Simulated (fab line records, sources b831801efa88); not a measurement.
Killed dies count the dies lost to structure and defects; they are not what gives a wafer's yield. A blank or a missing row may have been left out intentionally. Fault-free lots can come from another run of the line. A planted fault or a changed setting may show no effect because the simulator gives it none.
fab line records | flow gf180mcu
record: lots: 11 wafers: 33 last_day: 34
route steps=602 shown HV_LDD@232 CONTACT@310 V1@336 M2@365
lots with no fault: from the same line, run without faults
start_h: the number of hours between the record's first day and the start of the first shown wafer of the lot | wait_h: hours elapsed since this lot's preceding step | " unchanged from the row above | L1.1+2: one row covering several wafers at once | - no value, or no start given | * or withheld: withheld | < > ~ a bound
route shown NAME@n: a module of which the file shows steps, and the number in the route of the first | usual: mean and standard deviation over wafers with no fault | same: alike in all rows | chamber/n: place in a boat | sites: each site's reading | _std_site: standard deviation across them | _edge_site: mean of outer sites minus mean of inner sites | radius_mm: how far each site lies from the wafer's centre | mask NAME#n: copy n | behind: the most recent tool/chamber to have shaped the wafer | hold: cause of the lot's hold/its duration in hours/its outcome | device: transistor that didn't switch, given as n, p or np | end of line: tests run on the same wafers once the route is complete | a step given without rows: its recipe and nothing more | killed: at the first sort, the dies lost to defects and structure; wafer yield is something else | map: the dies of a wafer, with x for killed, . for not killed, _ for no die there
set.NAME: the setting as run; set.NAME@STEP: as run at that earlier step | model.NAME: the simulator's own value behind a step, which no gauge read
one table for each step of the route and one row for each wafer, over a sample of lots
services: a tool's chamber out of use, with start hour (start_h, from the record's first day; less than 0 if before it), hours out, and reason
== steps ==
step: GF_HV_LDD_CVD_56
recipe: material: Si3N4 precursor: DCS/NH3 target_thk_nm: 90 temp_c: 770 time_s: 1543 pressure_mtorr: 250
usual: spike_tc_bottom_C: 789.1/1.6 spike_tc_centre_C: 771.7/1 spike_tc_lower_C: 769.4/1.1 spike_tc_top_C: 782/4.1 spike_tc_upper_C: 769.7/1.2 susceptor_temp_C: 770.1/0.32
columns lot.wafer tool chamber start_h wait_h spike_tc_bottom_C spike_tc_centre_C spike_tc_lower_C spike_tc_top_C spike_tc_upper_C susceptor_temp_C
L896.1 lpcvd-02 0 269.99 1.1 792.6 769.9 769.1 776 766.6 770.3
L896.2 " 0 " " 789.4 771.8 768.7 775 768.2 770.2
L896.4 " 0 " " 792.4 772.1 768.9 775 768.8 769.9
L898.1 lpcvd-02 1 288.25 0.1 792.1 770.4 769.6 784 770.4 770.4
L898.2 " 1 " " 788.5 771.4 768.6 784 769.4 770.5
L898.4 " 1 " " 790.4 772.7 769.7 784 769.6 770.7
L901.2 lpcvd-02 1 316.65 0.0 764.7 748.4 743.5 761 747.1 745.9
L901.4 " 1 " " 765.2 748.2 745.9 761 745.8 746.3
L901.5 " 1 " " 765.7 747.8 745.4 761 742.6 746.0
L910.1 lpcvd-01 0 386.43 0.1 789.5 770.9 768.5 785 770.5 769.8
L910.3 " 0 " " 788.6 772.1 768.7 786 769.4 770.2
L910.5 " 0 " " 787.9 772.6 770.6 785 770.3 769.8
L911.2 lpcvd-01 0 399.83 0.0 791.1 772.2 770.3 786 770.3 770.3
L911.3 " 0 " " 787.9 771.3 768.9 785 769.9 770.3
L911.5 " 0 " " 788.9 772.6 769.3 784 771.3 770.3
L913.2 lpcvd-02 0 420.43 0.0 790.5 770.6 768.8 776 770.0 769.6
L913.5 " 0 " " 792.0 771.5 768.7 774 768.4 769.9
L913.6 " 0 " " 790.7 773.7 769.7 777 770.2 770.1
L914.1 lpcvd-01 1 424.94 0.1 786.6 772.6 770.7 784 768.2 770.4
L914.4 " 1 " " 787.0 770.8 770.8 786 768.8 769.9
L914.6 " 1 " " 789.0 770.9 771.8 784 772.3 769.9
L915.2 lpcvd-02 0 429.49 0.0 789.5 772.1 768.6 773 769.7 770.4
L915.3 " 0 " " 791.3 771.0 768.9 775 769.0 770.3
L915.5 " 0 " " 790.8 773.0 768.8 776 769.5 770.0
L916.2 lpcvd-01 1 438.24 0.0 786.1 771.6 771.4 785 770.5 770.0
L916.3 " 1 " " 786.7 770.8 772.0 786 769.5 769.6
L916.6 " 1 " " 786.0 772.2 770.9 785 769.4 769.7
L917.4 lpcvd-02 1 447.33 0.0 789.2 771.1 768.4 782 770.2 769.3
L917.5 " 1 " " 787.8 772.0 768.9 784 768.8 769.9
L917.6 " 1 " " 787.9 772.0 769.5 783 768.7 769.4
L919.1 lpcvd-01 0 466.44 0.1 789.3 771.4 768.5 785 771.4 770.1
L919.2 " 0 " " 789.3 770.7 770.5 785 770.7 769.4
L919.5 " 0 " " 788.6 772.2 768.5 786 770.0 770.3
step: GF_HV_LDD_THK_MEAS_57
recipe: reads: Si3N4_of_HV_LDD_CVD_56
usual: HV_LDD_CVD_56_THK: 90.3/0.72
columns lot.wafer tool chamber start_h wait_h HV_LDD_CVD_56_THK[nm]
L896.1 film_metro-04 - 271.42 0.0 90.1
L896.2 " - " " 90.8
L896.4 " - " " 90.4
L898.1 film_metro-04 - 289.68 0.0 90.5
L898.2 " - " " 91.0
L898.4 " - " " 89.7
L901.2 film_metro-01 - 318.09 0.0 55.3
L901.4 " - " " 56.2
L901.5 " - " " 55.3
L910.1 film_metro-04 - 387.86 0.0 91.3
L910.3 " - " " 91.3
L910.5 " - " " 90.7
L911.2 film_metro-01 - 401.27 0.0 90.8
L911.3 " - " " 90.4
L911.5 " - " " 90.7
L913.2 film_metro-02 - 421.87 0.0 91.1
L913.5 " - " " 90.5
L913.6 " - " " 90.3
L914.1 film_metro-01 - 426.37 0.0 90.4
L914.4 " - " " 90.4
L914.6 " - " " 90.5
L915.2 film_metro-01 - 430.93 0.0 91.5
L915.3 " - " " 90.8
L915.5 " - " " 91.5
L916.2 film_metro-04 - 439.68 0.0 91.0
L916.3 " - " " 90.6
L916.6 " - " " 89.8
L917.4 film_metro-02 - 448.79 0.0 89.4
L917.5 " - " " 89.3
L917.6 " - " " 89.0
L919.1 film_metro-02 - 467.87 0.0 91.7
L919.2 " - " " 90.9
L919.5 " - " " 90.7
step: GF_HV_LDD_ETCHBACK_58
recipe: chemistry: CH3F/O2 target: Si3N4 stop_on: SiO2 source_w: 400 bias_w: 80 pressure_mtorr: 25 ch3f_flow_sccm: 40 O2_flow_sccm: 30 time_s: 100 target_depth_a: 900
usual: O2_flow_sccm: 30.00/0.09 drypump_motor_current_A: 5.6/0.52 oes_product_au: 0.844/0.0063 rf_fwd_power_W: 397.4/1.5 throttle_valve_pct: 10.562/0.0084
columns lot.wafer tool chamber start_h wait_h O2_flow_sccm drypump_motor_current_A oes_product_au rf_fwd_power_W rf_hours_counter_h throttle_valve_pct
L896.1 rie_diel-04 2 271.48 0.1 30.00 4.8 0.842 397.8 3 10.566
L896.2 " 0 " " 29.99 6.1 0.842 397.7 81 10.558
L896.4 " 0 " " 30.10 6.1 0.842 398.8 - 10.553
L898.1 rie_diel-02 2 289.74 0.1 30.13 4.9 0.838 398.4 9 10.549
L898.2 " 3 " " 30.15 5.9 0.846 395.7 1 10.564
L898.4 " 1 " " 29.98 5.8 0.844 398.7 99 10.547
L901.2 rie_diel-02 2 318.14 0.0 30.02 4.9 0.665 397.7 9 10.537
L901.4 " 1 " " 29.92 5.8 0.661 397.2 100 10.559
L901.5 " 0 " " 29.98 5.9 0.670 399.1 - 10.530
L910.1 rie_diel-04 3 387.92 0.1 30.18 5.7 0.854 397.1 5 10.559
L910.3 " 0 " " 30.06 6.1 0.847 400.7 82 10.554
L910.5 " 2 " " 29.93 4.8 0.847 396.8 - 10.556
L911.2 rie_diel-02 3 401.32 0.0 30.14 5.9 0.851 397.5 4 10.582
L911.3 " 0 " " 30.05 5.9 0.844 398.3 12 10.568
L911.5 " 1 " " 30.10 5.8 0.845 398.3 - 10.563
L913.2 rie_diel-04 0 421.92 0.0 29.92 6.1 0.838 399.5 83 10.561
L913.5 " 1 " " 30.14 5.2 0.842 397.0 - 10.551
L913.6 " 0 " " 30.03 6.1 0.842 398.4 - 10.556
L914.1 rie_diel-01 3 426.43 0.1 29.81 6.7 0.837 395.3 16 10.569
L914.4 " 0 " " 29.95 5.4 0.843 397.6 6 10.564
L914.6 " 3 " " 29.88 6.7 0.846 394.9 - 10.555
L915.2 rie_diel-04 1 430.98 0.0 29.95 5.2 0.861 397.0 5 10.571
L915.3 " 2 " " 29.95 4.8 0.847 395.1 8 10.559
L915.5 " 2 " " 30.00 4.8 0.847 395.8 - 10.547
L916.2 rie_diel-04 2 439.73 0.0 29.93 4.8 0.857 397.6 8 10.556
L916.3 " 0 " " 29.99 6.1 0.848 400.7 84 10.566
L916.6 " 3 " " 29.97 5.7 0.841 399.1 - 10.540
L917.4 rie_diel-02 2 448.86 0.1 29.97 4.8 0.848 399.0 - 10.561
L917.5 " 0 " " 29.84 5.9 0.840 396.3 - 10.563
L917.6 " 1 " " 30.11 5.8 0.833 400.4 - 10.560
L919.1 rie_diel-01 1 467.93 0.1 30.16 6.1 0.852 399.3 14 10.557
L919.2 " 0 " " 30.00 5.4 0.849 397.5 7 10.567
L919.5 " 2 " " 30.08 5.4 0.846 399.7 - 10.569
step: GF_CONTACT_SPUTTER_23
recipe: material: TiN target_thk_nm: 10 chamber_pressure_pa: 5 power_w: 4000 time_s: 40
usual: throttle_valve_pct: 29.9/0.98
columns lot.wafer tool chamber start_h wait_h throttle_valve_pct
L896.1 pvd_sputter-04 - 356.49 0.0 29.6
L896.2 " - " " 30.7
L896.4 " - " " 28.4
L898.1 pvd_sputter-03 - 377.54 0.0 30.6
L898.2 " - " " 30.1
L898.4 " - " " 31.4
L901.2 pvd_sputter-03 - 409.33 0.0 31.5
L901.4 " - " " 30.3
L901.5 " - " " 28.5
L910.1 pvd_sputter-03 - 485.54 0.0 31.6
L910.3 " - " " 30.5
L910.5 " - " " 29.8
L911.2 pvd_sputter-01 - 500.83 0.0 29.5
L911.3 " - " " 31.0
L911.5 " - " " 29.6
L913.2 pvd_sputter-01 - 521.04 0.0 29.4
L913.5 " - " " 30.6
L913.6 " - " " 29.2
L914.1 pvd_sputter-03 - 526.93 0.0 28.9
L914.4 " - " " 31.6
L914.6 " - " " 31.4
L915.2 pvd_sputter-04 - 529.58 0.0 28.1
L915.3 " - " " 29.0
L915.5 " - " " 29.4
L916.2 pvd_sputter-04 - 537.93 0.0 28.2
L916.3 " - " " 29.5
L916.6 " - " " 29.1
L917.4 pvd_sputter-03 - 547.14 0.0 28.6
L917.5 " - " " 28.7
L917.6 " - " " 31.5
L919.1 pvd_sputter-01 - 563.74 0.0 30.9
L919.2 " - " " 28.9
L919.5 " - " " 30.7
step: GF_V1_THK_MEAS_01
recipe: reads: SiO2_of_V1_CVD_00
usual: V1_CVD_00_THK: 603/5.9
columns lot.wafer tool chamber start_h wait_h V1_CVD_00_THK[nm]
L896.1 film_metro-02 - 380.30 0.1 600
L896.2 " - " " 605
L896.4 " - " " 608
L898.1 film_metro-01 - 402.47 0.0 602
L898.2 " - " " 605
L898.4 " - " " 604
L901.2 film_metro-02 - 434.35 0.0 608
L901.4 " - " " 606
L901.5 " - " " 609
L910.1 film_metro-03 - 510.94 0.0 599
L910.3 " - " " 603
L910.5 " - " " 605
L911.2 film_metro-02 - 526.64 0.0 596
L911.3 " - " " 603
L911.5 " - " " 597
L913.2 film_metro-01 - 545.30 0.0 603
L913.5 " - " " 608
L913.6 " - " " 603
L914.1 film_metro-01 - 551.47 0.0 601
L914.4 " - " " 612
L914.6 " - " " 606
L915.2 film_metro-01 - 553.95 0.0 598
L915.3 " - " " 605
L915.5 " - " " 588
L916.2 film_metro-02 - 561.97 0.0 604
L916.3 " - " " 603
L916.6 " - " " 598
L917.4 film_metro-01 - 571.01 0.0 595
L917.5 " - " " 595
L917.6 " - " " 597
L919.1 film_metro-02 - 586.24 0.0 606
L919.2 " - " " 608
L919.5 " - " " 605
step: GF_M2_SPUTTER_03
recipe: material: Ti target_thk_nm: 10 substrate_temp_c: 300 chamber_pressure_pa: 0.3 power_w: 3000 time_s: 6.7
usual: substrate_temp_c: 299.97/0.19 throttle_valve_pct: 29.6/1
columns lot.wafer tool chamber start_h wait_h substrate_temp_c throttle_valve_pct
L896.1 pvd_sputter-01 - 405.29 0.0 299.69 31.0
L896.2 " - " " 300.33 29.2
L896.4 " - " " 299.87 29.3
L898.1 pvd_sputter-04 - 428.49 0.0 300.02 30.6
L898.2 " - " " 299.75 29.3
L898.4 " - " " 299.69 28.1
L901.2 pvd_sputter-04 - 460.78 0.0 299.77 28.1
L901.4 " - " " 299.83 29.3
L901.5 " - " " 299.79 30.7
L910.1 pvd_sputter-01 - 536.47 0.0 299.99 29.2
L910.3 " - " " 300.14 30.7
L910.5 " - " " 299.86 29.1
L911.2 pvd_sputter-01 - 551.13 0.0 300.26 29.0
L911.3 " - " " 299.72 30.8
L911.5 " - " " 299.80 30.7
L913.2 pvd_sputter-01 - 569.08 0.0 300.11 30.8
L913.5 " - " " 300.03 30.5
L913.6 " - " " 299.46 29.1
L914.1 pvd_sputter-04 - 576.02 0.0 299.81 31.0
L914.4 " - " " 300.21 29.0
L914.6 " - " " 300.30 28.0
L915.2 pvd_sputter-02 - 578.19 0.0 300.06 31.4
L915.3 " - " " 299.95 30.4
L915.5 " - " " 300.02 29.5
L916.2 pvd_sputter-02 - 586.07 0.0 299.94 31.5
L916.3 " - " " 300.04 27.9
L916.6 " - " " 299.96 30.2
L917.4 pvd_sputter-04 - 593.69 0.0 299.64 31.1
L917.5 " - " " 299.95 28.2
L917.6 " - " " 300.21 29.0
L919.1 pvd_sputter-02 - 609.57 0.0 299.92 31.1
L919.2 " - " " 300.04 29.1
L919.5 " - " " 299.84 29.6
== services ==
columns tool chamber start_h hours kind
pvd_sputter-04 - 248.14 94.1 repair
lpcvd-01 - 249.93 0.9 repair
pvd_sputter-01 - 261.47 19.3 repair
rie_diel-04 0 293.15 68.4 repair
rie_diel-04 3 334.37 4.4 repair
pvd_sputter-03 - 347.93 6.9 repair
rie_diel-04 1 359.38 2.3 repair
pvd_sputter-03 - 371.97 2.6 repair
lpcvd-02 - 381.92 1.0 repair
pvd_sputter-01 - 399.36 1.0 repair
pvd_sputter-04 - 404.37 0.5 repair
pvd_sputter-03 - 412.98 2.9 repair
pvd_sputter-01 - 426.52 0.6 repair
pvd_sputter-03 - 433.11 4.0 repair
pvd_sputter-03 - 456.77 11.1 repair
pvd_sputter-01 - 468.92 1.3 repair
rie_diel-04 2 511.20 25.9 repair
rie_diel-04 0 518.55 1.8 repair
lpcvd-01 - 528.31 1.6 repair
pvd_sputter-03 - 529.51 9.7 repair
rie_diel-04 0 536.12 10.5 repair
rie_diel-04 2 552.89 22.3 repair
pvd_sputter-01 - 571.38 22.5 repair
lpcvd-01 - 574.83 6.0 pm
== key ==
first_sign: step: GF_HV_LDD_CVD_56 reading: susceptor_temp_C direction: down sigmas: 75 usual: * struck: *
effect: step: GF_HV_LDD_CVD_56 reading: spike_tc_centre_C direction: down sigmas: 24 usual: 771.7 struck: 748.1
effect: step: GF_HV_LDD_THK_MEAS_57 reading: HV_LDD_CVD_56_THK direction: down sigmas: 48 usual: 90.3 struck: 55.6
effect: step: GF_HV_LDD_ETCHBACK_58 reading: oes_product_au direction: down sigmas: 29 usual: 0.844 struck: 0.665
met_at GF_HV_LDD_CVD_56
struck_lots L901
struck_wafers L901.2,L901.4,L901.5
tester_left_out L901
not_acting_at GF_CONTACT_SPUTTER_23,GF_V1_THK_MEAS_01,GF_M2_SPUTTER_03
onset_between 288.25 316.65
fault: kind: process_parameter_drift tool: lpcvd-02 chamber: 1 onset_h: 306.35 steps: GF_HV_LDD_CVD_56 channel: temp_c offset: * shape: step end_h: 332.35 acts_in: * stated: *
tester_left_out: of these lots the tester's yield and bins aren't shown, on N5 and GAA mostly nor the transistor test; their killed dies are dies lost to structure and defects alone, not to doping, threshold or leakage, so they don't give the yield
